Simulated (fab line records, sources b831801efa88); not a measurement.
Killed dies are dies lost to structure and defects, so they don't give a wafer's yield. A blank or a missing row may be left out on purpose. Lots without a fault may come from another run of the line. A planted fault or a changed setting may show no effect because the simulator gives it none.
One fault seen from 2 desks | flow sky130 | each desk has only its own numbers; what lay behind them comes last

THE METROLOGY DESK
What the gauges read, lot by lot, whatever tool the lot ran on: means of the sampled wafers that have a number. A lot is out of limits, marked OUT, if its mean lies more than 4 standard deviations from the usual mean; the brackets give that distance.
Columns: A = cd_nm at SKY_CONTACT_CD_MEAS_14, usual 169.9 nm; B = CONTACT_OVL at SKY_CONTACT_OVL_MEAS_15, usual 0 nm
lot  | first seen here | A     | B
L462 | day 32 04:01    | 169.0 | 0
L470 | day 34 11:02    | 169.7 | -2
L476 | day 36 06:10    | 169.5 | 0
L480 | day 37 12:17    | 167.4 | 8
L484 | day 38 14:23    | 166.9 | 0
This desk's finding: nothing out of limits on any of the 5 lots.

THE TOOL OWNER'S DESK: pvd_sputter-02
The tool's own readings at SKY_CONTACT_SPUTTER_23 (material TiN, target thk 20 nm, time 80 s): means of the sampled wafers that have a number, for each lot that ran on this tool. A lot is out of limits, marked OUT, if its mean lies more than 4 standard deviations from the usual mean; the brackets give that distance.
Columns: A = chamber_pressure_pa at SKY_CONTACT_SPUTTER_23, usual 5.000 Pa; B = throttle_valve_pct at SKY_CONTACT_SPUTTER_23, usual 29.8 %
lot  | first seen here | A     | B
L462 | day 32 04:53    | 5.000 | 31.2
L476 | day 36 07:02    | 5.013 | 30.3
This desk's finding: nothing out of limits on any of the 2 lots.

PUT TOGETHER
The metrology desk saw nothing out of limits.
The tool owner's desk saw nothing out of limits.

WHAT THE SIMULATOR HAD PUT IN
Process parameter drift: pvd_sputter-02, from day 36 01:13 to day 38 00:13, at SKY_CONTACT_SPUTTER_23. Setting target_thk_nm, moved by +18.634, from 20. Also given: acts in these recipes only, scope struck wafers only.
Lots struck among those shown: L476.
